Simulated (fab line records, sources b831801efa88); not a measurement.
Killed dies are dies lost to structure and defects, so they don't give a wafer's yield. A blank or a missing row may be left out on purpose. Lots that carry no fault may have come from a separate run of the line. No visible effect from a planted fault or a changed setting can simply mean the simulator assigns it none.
fab line records ; flow sky130
[record] lots = 6; wafers = 18; last_day = 50
route steps=708 shown POLY_GATE@218 PAD_OPEN@708
lots with no fault: from the same line, run without faults
start_h: start of the lot's first displayed wafer, in hours after the record's first day ; wait_h: hours since the lot's step before ; " repeats the value in the row above ; L1.1+2: one row covering several wafers at once ; - no value, or no start was given ; * or withheld: withheld ; < > ~ a bound
route shown NAME@n: names a module that has steps shown in the file, with the first one's number in the route ; usual: mean/standard deviation of fault-free wafers ; same: alike in all rows ; chamber/n: place in a boat ; sites: per-site readings ; _std_site: their standard deviation ; _edge_site: inner sites' mean taken away from outer sites' mean ; radius_mm: how far each site lies from the wafer's centre ; mask NAME#n: copy n ; behind: the last tool/chamber to shape the wafer ; hold: cause of the lot's hold/its duration in hours/its outcome ; device: which transistor (n, p or np) failed to switch ; end of line: the tests these same wafers got at the end of their route ; a step with no rows: only its recipe ; killed: dies that structure and defects cost at the first sort, which is not the same as the wafer's yield ; map: a wafer's dies, marking killed ones x, the rest . and places with no die _
set.NAME: the setting the step ran with; set.NAME@STEP: the setting that earlier step ran with ; model.NAME: the simulator's own value behind a step, which no gauge read
lots seen at some steps along the route; tables by step, rows by wafer
services: from which hour (start_h, from the record's first day; less than 0 if before it) a tool's chamber was out of use, for how many hours, and why
[[steps]]
[step SKY_POLY_GATE_THK_MEAS_04]
[recipe] reads = Si3N4_of_POLY_GATE_CVD_03
[usual] POLY_GATE_CVD_03_THK = 74.6/0.7
lot.wafer;tool;chamber;start_h;wait_h;POLY_GATE_CVD_03_THK[nm]
L864.1;film_metro-03;-;376.49;0.0;74.8
L864.4;film_metro-03;-;376.49;0.0;74.7
L864.5;film_metro-03;-;376.49;0.0;75.2
L873.1;film_metro-04;-;451.15;0.0;75.2
L873.3;film_metro-04;-;451.15;0.0;74.5
L873.4;film_metro-04;-;451.15;0.0;74.1
L874.4;film_metro-01;-;463.79;0.0;73.9
L874.5;film_metro-01;-;463.79;0.0;74.2
L874.6;film_metro-01;-;463.79;0.0;73.6
L877.4;film_metro-04;-;486.29;0.0;74.8
L877.5;film_metro-04;-;486.29;0.0;75.5
L877.6;film_metro-04;-;486.29;0.0;75.1
L880.3;film_metro-04;-;512.72;0.0;74.5
L880.4;film_metro-04;-;512.72;0.0;74.8
L880.6;film_metro-04;-;512.72;0.0;74.7
L882.1;film_metro-04;-;530.24;0.0;73.7
L882.2;film_metro-04;-;530.24;0.0;73.8
L882.5;film_metro-04;-;530.24;0.0;73.6
[step SKY_POLY_GATE_DEHYDRATE_05]
[recipe] temp_c = 200; time_s = 60
[step SKY_POLY_GATE_HMDS_06]
[recipe] prime_time_s = 60; prime_temp_c = 120
[step SKY_POLY_GATE_COAT_07]
[recipe] resist = BARC; temp_c = withheld; time_s = withheld; spin_rpm = 3000; resist_thk_nm = 110
[step SKY_POLY_GATE_COAT_08]
[recipe] resist = KrF-thick; spin_rpm = 3000; resist_thk_nm = 450
[step SKY_POLY_GATE_SOFTBAKE_09]
[recipe] temp_c = 100; time_s = 90; resist = KrF-thick
[step SKY_POLY_GATE_EXPOSE_10]
[recipe] mask_id = P1M; na = 0.68; source_shape = conventional; sigma_outer = 0.6; target_cd_nm = 150; dose_mj = 28
[step SKY_POLY_GATE_PEB_11]
[recipe] peb_temp_c = withheld; peb_time_s = withheld; resist = KrF-thick
[step SKY_POLY_GATE_DEVELOP_12]
[recipe] develop_time_s = 60; resist = KrF-thick; dev_temp_c = 21
[step SKY_POLY_GATE_CD_MEAS_13]
[recipe] target_cd_nm = 150
[usual] cd_nm = 149.9/1.4
lot.wafer;tool;chamber;start_h;wait_h;cd_nm
L864.1;cd_sem-02;-;405.99;-;152.4
L864.4;cd_sem-02;-;405.99;-;151.6
L864.5;cd_sem-02;-;405.99;-;151.0
L873.1;cd_sem-01;-;481.54;-;149.8
L873.3;cd_sem-01;-;481.54;-;149.8
L873.4;cd_sem-01;-;481.54;-;150.0
L874.4;cd_sem-02;-;495.20;-;147.5
L874.5;cd_sem-02;-;495.20;-;148.9
L874.6;cd_sem-02;-;495.20;-;149.2
L877.4;cd_sem-02;-;517.55;-;150.3
L877.5;cd_sem-02;-;517.55;-;151.2
L877.6;cd_sem-02;-;517.55;-;151.4
L880.3;cd_sem-02;-;542.61;-;149.1
L880.4;cd_sem-02;-;542.61;-;149.7
L880.6;cd_sem-02;-;542.61;-;147.5
L882.1;cd_sem-01;-;560.14;-;151.3
L882.2;cd_sem-01;-;560.14;-;151.9
L882.5;cd_sem-01;-;560.14;-;151.9
[step SKY_POLY_GATE_OVL_MEAS_14]
[usual] POLY_GATE_OVL = 3/5.1
lot.wafer;tool;chamber;start_h;wait_h;POLY_GATE_OVL[nm]
L864.1;overlay-02;-;406.11;0.1;-6
L864.4;overlay-02;-;406.11;0.1;-3
L864.5;overlay-02;-;406.11;0.1;-2
L873.1;overlay-01;-;481.66;0.1;7
L873.3;overlay-01;-;481.66;0.1;3
L873.4;overlay-01;-;481.66;0.1;0
L874.4;overlay-01;-;495.28;0.1;8
L874.5;overlay-01;-;495.28;0.1;-1
L874.6;overlay-01;-;495.28;0.1;-1
L877.4;overlay-01;-;517.63;0.1;12
L877.5;overlay-01;-;517.63;0.1;8
L877.6;overlay-01;-;517.63;0.1;12
L880.3;overlay-02;-;542.70;0.1;1
L880.4;overlay-02;-;542.70;0.1;5
L880.6;overlay-02;-;542.70;0.1;-7
L882.1;overlay-02;-;560.26;0.1;-1
L882.2;overlay-02;-;560.26;0.1;0
L882.5;overlay-02;-;560.26;0.1;-1
[step SKY_POLY_GATE_ETCH_15]
[recipe] chemistry = N2/H2; target = BARC; ion_energy_ev = 200; source_w = 500; bias_w = 100; pressure_mtorr = 30; n2_flow_sccm = 100; h2_flow_sccm = 200; stop_on = SiO2; time_s = 118.5; target_depth_a = 1100
[usual] bias_w = 99.97/0.27; drypump_motor_current_A = 5.7/0.43; h2_flow_sccm = 200.0/0.6; oes_product_au = 0.716/0.0048; throttle_valve_pct = 13.213/0.0082
lot.wafer;tool;chamber;start_h;wait_h;bias_w;drypump_motor_current_A;h2_flow_sccm;oes_product_au;rf_hours_counter_h;throttle_valve_pct
L864.1;rie_diel-04;1;406.14;0.0;99.98;6.0;199.9;0.711;12;13.215
L864.4;rie_diel-04;3;406.14;0.0;99.84;5.1;199.9;0.715;31;13.215
L864.5;rie_diel-04;1;406.14;0.0;100.05;5.9;200.4;0.713;-;13.212
L873.1;rie_diel-02;3;481.69;0.0;99.72;5.7;200.9;0.720;22;13.196
L873.3;rie_diel-02;0;481.69;0.0;99.68;6.5;200.8;0.718;22;13.207
L873.4;rie_diel-02;1;481.69;0.0;99.78;5.4;201.2;0.729;6;13.216
L874.4;rie_diel-02;2;495.33;0.1;100.19;5.8;199.4;0.712;-;13.204
L874.5;rie_diel-02;3;495.33;0.1;99.85;5.7;200.5;0.718;-;13.212
L874.6;rie_diel-02;1;495.33;0.1;99.50;5.4;197.8;0.721;-;13.203
L877.4;rie_diel-04;3;517.69;0.1;99.75;5.0;199.8;0.723;-;13.225
L877.5;rie_diel-04;3;517.69;0.1;99.84;5.1;200.3;0.719;-;13.216
L877.6;rie_diel-04;0;517.69;0.1;100.24;5.9;200.5;0.719;-;13.215
L880.3;rie_diel-04;2;542.73;0.0;99.65;5.6;200.5;0.718;0;13.217
L880.4;rie_diel-04;1;542.73;0.0;100.11;5.9;199.7;0.718;15;13.212
L880.6;rie_diel-04;0;542.73;0.0;99.86;5.9;200.4;0.717;-;13.204
L882.1;rie_diel-02;3;560.29;0.0;99.79;5.7;200.9;0.704;23;13.219
L882.2;rie_diel-02;1;560.29;0.0;99.78;5.4;200.1;0.724;7;13.216
L882.5;rie_diel-02;1;560.29;0.0;100.16;5.4;200.1;0.719;-;13.213
[step SKY_POLY_GATE_ETCH_16]
[recipe] stop_on = poly-Si; chemistry = CH3F/O2; target = Si3N4; source_w = 400; bias_w = 80; pressure_mtorr = 25; ch3f_flow_sccm = 40; O2_flow_sccm = 30; time_s = 147.5; target_depth_a = 750
[usual] bias_w = 80.06/0.23; drypump_motor_current_A = 5.7/0.43; oes_product_au = 0.639/0.0052; throttle_valve_pct = 10.534/0.0087
lot.wafer;tool;chamber;start_h;wait_h;bias_w;drypump_motor_current_A;oes_product_au;rf_hours_counter_h;throttle_valve_pct
L864.1;rie_diel-04;1;406.23;0.0;79.64;5.9;0.640;12;10.540
L864.4;rie_diel-04;3;406.23;0.0;79.99;5.0;0.638;31;10.530
L864.5;rie_diel-04;1;406.23;0.0;79.87;5.8;0.644;-;10.534
L873.1;rie_diel-02;3;481.78;0.0;73.78;5.6;0.646;22;10.518
L873.3;rie_diel-02;0;481.78;0.0;80.25;6.5;0.635;22;10.529
L873.4;rie_diel-02;1;481.78;0.0;79.96;5.4;0.639;6;10.552
L874.4;rie_diel-02;2;495.43;0.0;80.17;5.8;0.643;-;10.535
L874.5;rie_diel-02;3;495.43;0.0;73.53;5.7;0.635;-;10.527
L874.6;rie_diel-02;1;495.43;0.0;79.95;5.4;0.647;-;10.542
L877.4;rie_diel-04;3;517.82;0.1;80.12;5.0;0.639;-;10.541
L877.5;rie_diel-04;3;517.82;0.1;80.25;5.0;0.640;-;10.534
L877.6;rie_diel-04;0;517.82;0.1;79.72;5.9;0.640;-;10.525
L880.3;rie_diel-04;2;542.81;0.0;79.72;5.6;0.634;0;10.517
L880.4;rie_diel-04;1;542.81;0.0;80.09;5.9;0.639;15;10.541
L880.6;rie_diel-04;0;542.81;0.0;80.25;5.9;0.636;-;10.541
L882.1;rie_diel-02;3;560.38;0.0;80.10;5.7;0.639;23;10.522
L882.2;rie_diel-02;1;560.38;0.0;80.49;5.4;0.646;7;10.535
L882.5;rie_diel-02;1;560.38;0.0;80.46;5.4;0.631;-;10.538
[step SKY_POLY_GATE_ETCH_17]
[recipe] target_depth_nm = 180; stop_on = SiO2; over_etch_frac = 0.56667; chemistry = HBr/Cl2; target = poly-Si; icp_w = 400; bias_w = 100; pressure_mtorr = 10; HBr_flow_sccm = 150; Cl2_flow_sccm = 50; time_s = 70.5
[usual] bias_w = 100.0/0.31; drypump_motor_current_A = 5.6/0.39; oes_product_au = 0.983/0.0068; throttle_valve_pct = 33.686/0.0092
lot.wafer;tool;chamber;start_h;wait_h;bias_w;drypump_motor_current_A;oes_product_au;rf_hours_counter_h;throttle_valve_pct
L864.1;rie_si-02;0;406.33;0.0;100.1;5.8;0.986;0;33.682
L864.4;rie_si-02;2;406.33;0.0;100.0;6.4;0.984;25;33.702
L864.5;rie_si-02;2;406.33;0.0;99.9;6.4;0.985;-;33.678
L873.1;rie_si-01;2;481.87;0.0;100.3;5.6;0.978;0;33.676
L873.3;rie_si-01;3;481.87;0.0;100.1;6.1;0.971;24;33.692
L873.4;rie_si-01;1;481.87;0.0;100.1;5.4;0.983;5;33.684
L874.4;rie_si-02;0;495.47;0.0;99.3;5.8;0.981;1;33.679
L874.5;rie_si-02;3;495.47;0.0;100.5;5.2;0.979;-;33.699
L874.6;rie_si-02;0;495.47;0.0;99.4;5.8;0.975;-;33.697
L877.4;rie_si-01;3;517.92;0.0;99.7;6.1;0.977;24;33.664
L877.5;rie_si-01;0;517.92;0.0;100.1;5.2;0.983;-;33.683
L877.6;rie_si-01;1;517.92;0.0;99.7;5.4;0.986;-;33.665
L880.3;rie_si-02;0;542.91;0.0;100.1;5.8;1.000;1;33.686
L880.4;rie_si-02;3;542.91;0.0;99.8;5.3;0.999;2;33.688
L880.6;rie_si-02;1;542.91;0.0;99.7;5.3;0.986;-;33.693
L882.1;rie_si-02;1;560.47;0.0;100.1;5.3;0.989;2;33.696
L882.2;rie_si-02;2;560.47;0.0;99.8;6.4;0.974;26;33.689
L882.5;rie_si-02;3;560.47;0.0;99.4;5.3;0.988;-;33.697
[step SKY_PAD_OPEN_PROBE_99]
[usual] killed_at_M0_to_M3 = 44/7; killed_at_M4_up = 3.1/1.8; killed_at_contacts = 25/5.1; killed_at_front_end = 15/4.3; killed_at_other = 0.3/0.61; killed_dies = 87/9.8; killed_open = 48/7; killed_short = 38/6.3
[same] gross_dies = 492; killed_at_back_side = 0
lot.wafer;tool;chamber;start_h;wait_h;killed_at_M0_to_M3;killed_at_M4_up;killed_at_contacts;killed_at_front_end;killed_at_other;killed_dies;killed_open;killed_short
L873.1;prober-01;-;1150.87;0.1;36;6;21;14;0;77;47;30
L873.3;prober-01;-;1150.97;0.2;44;3;24;13;0;84;47;37
L873.4;prober-01;-;1151.02;0.2;44;2;24;13;0;83;43;40
L874.4;prober-02;-;1154.69;0.2;40;7;25;13;1;86;48;37
L874.5;prober-02;-;1154.74;0.2;56;1;25;22;0;104;59;44
L874.6;prober-02;-;1154.79;0.2;37;0;28;11;0;76;43;33
L877.4;prober-01;-;1170.89;0.2;57;1;32;16;1;107;67;40
L877.5;prober-01;-;1170.94;0.2;34;3;34;14;0;85;47;37
L877.6;prober-01;-;1170.99;0.2;50;3;37;15;0;105;51;53
L880.3;prober-02;-;1186.10;0.2;45;4;27;14;1;91;61;30
L880.4;prober-02;-;1186.15;0.2;41;3;24;13;0;81;42;39
L880.6;prober-02;-;1186.25;0.2;39;1;22;14;0;76;39;37
// killed by level:class
L873.1 LI_CONTACT:geometric_particle:open=10 VIA1:geometric_particle:open=10 FIELD_ISO:geometric_particle:short=6 METAL1:geometric_particle:short=6 VIA3:geometric_particle:open=5 VIA2:geometric_particle:open=4 LOCAL_INTERCONNECT:geometric_particle:short=4 CONTACT:geometric_particle:open=4
L873.3 VIA1:geometric_particle:open=13 CONTACT:geometric_particle:open=9 LI_CONTACT:geometric_particle:open=8 METAL2:geometric_particle:short=8 VIA3:geometric_particle:open=6 FIELD_ISO:geometric_particle:short=5 VIA1:geometric_particle:short=5 VIA2:geometric_particle:open=4
L873.4 CONTACT:geometric_particle:short=9 VIA1:geometric_particle:open=8 VIA3:geometric_particle:open=8 FIELD_ISO:geometric_particle:open=5 CONTACT:geometric_particle:open=5 VIA1:geometric_particle:short=5 VIA2:geometric_particle:open=5 VIA3:geometric_particle:short=5
L874.4 CONTACT:geometric_particle:open=12 VIA1:geometric_particle:open=8 LI_CONTACT:geometric_particle:open=7 VIA2:geometric_particle:open=6 FIELD_ISO:geometric_particle:open=4 LOCAL_INTERCONNECT:geometric_particle:short=4 METAL3:geometric_particle:short=4 METAL1:geometric_particle:short=4
L874.5 VIA1:geometric_particle:open=14 FIELD_ISO:geometric_particle:open=8 LI_CONTACT:geometric_particle:open=8 CONTACT:geometric_particle:open=7 VIA1:geometric_particle:short=7 VIA3:geometric_particle:open=7 METAL1:geometric_particle:short=6 CONTACT:geometric_particle:short=5
L874.6 CONTACT:geometric_particle:open=12 LI_CONTACT:geometric_particle:open=9 VIA2:geometric_particle:open=7 METAL2:geometric_particle:short=6 METAL1:geometric_particle:short=6 VIA1:geometric_particle:open=6 LOCAL_INTERCONNECT:geometric_particle:short=5 FIELD_ISO:geometric_particle:open=3
L877.4 LI_CONTACT:geometric_particle:open=15 METAL2:geometric_particle:short=13 VIA1:geometric_particle:open=12 CONTACT:geometric_particle:open=9 VIA2:geometric_particle:open=7 FIELD_ISO:geometric_particle:short=6 FIELD_ISO:geometric_particle:open=5 VIA1:geometric_particle:short=5
L877.5 CONTACT:geometric_particle:open=13 LI_CONTACT:geometric_particle:open=11 VIA1:geometric_particle:open=9 CONTACT:geometric_particle:short=7 VIA1:geometric_particle:short=5 VIA2:geometric_particle:open=5 FIELD_ISO:geometric_particle:short=3 FIELD_ISO:geometric_particle:open=3
L877.6 CONTACT:geometric_particle:open=12 VIA1:geometric_particle:open=12 CONTACT:geometric_particle:short=10 FIELD_ISO:geometric_particle:open=7 VIA1:geometric_particle:short=7 LI_CONTACT:geometric_particle:open=6 VIA2:geometric_particle:open=6 METAL2:geometric_particle:short=5
L880.3 CONTACT:geometric_particle:open=10 VIA2:geometric_particle:open=10 VIA3:geometric_particle:open=9 LI_CONTACT:geometric_particle:open=8 VIA1:geometric_particle:open=7 METAL2:geometric_particle:short=6 POLY_GATE:geometric_particle:open=4 LOCAL_INTERCONNECT:geometric_particle:short=4
L880.4 CONTACT:geometric_particle:open=12 VIA1:geometric_particle:open=10 METAL2:geometric_particle:short=9 METAL1:geometric_particle:short=6 CONTACT:geometric_particle:short=5 FIELD_ISO:geometric_particle:short=4 POLY_GATE:geometric_particle:open=4 LI_CONTACT:geometric_particle:open=4
L880.6 VIA1:geometric_particle:open=8 CONTACT:geometric_particle:open=7 METAL2:geometric_particle:short=7 POLY_GATE:geometric_particle:short=6 LI_CONTACT:geometric_particle:open=6 VIA3:geometric_particle:open=6 METAL1:geometric_particle:short=5 CONTACT:geometric_particle:short=5
[[services]]
tool;chamber;start_h;hours;kind
rie_si-01;2;414.98;-;clean
rie_si-01;2;414.98;19.6;scheduled_down
rie_si-01;2;414.98;19.6;vent_cycle
rie_diel-04;0;417.33;2.5;repair
rie_diel-04;-;442.36;0.3;repair
rie_si-02;0;447.59;3.8;repair
rie_diel-02;-;484.87;4.3;pm
rie_diel-04;-;489.20;2.8;pm
rie_diel-02;0;492.28;6.4;repair
rie_diel-04;2;505.91;-;clean
rie_diel-04;2;505.91;25.9;scheduled_down
rie_diel-04;2;505.91;25.9;vent_cycle
rie_diel-04;1;514.48;5.9;repair
[[key]]
[first_sign] step = SKY_POLY_GATE_ETCH_16; reading = bias_w; direction = down; sigmas = 28; usual = 80.06; struck = 73.65
effect none on later readings
met_at SKY_POLY_GATE_ETCH_16
struck_wafers L873.1,L874.5
tester_left_out L873,L874
[fault] kind = process_parameter_drift; tool = rie_diel-02; chamber = 3; onset_h = 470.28; steps = SKY_POLY_GATE_ETCH_16; channel = bias_w; offset = -6.5894; shape = step; end_h = 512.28; acts_in = these_recipes_only; stated = 80
// tester_left_out: of these lots the tester's yield and bins aren't shown, on N5 and GAA mostly nor the transistor test; their killed dies are dies lost to structure and defects alone, not to doping, threshold or leakage, so they don't give the yield
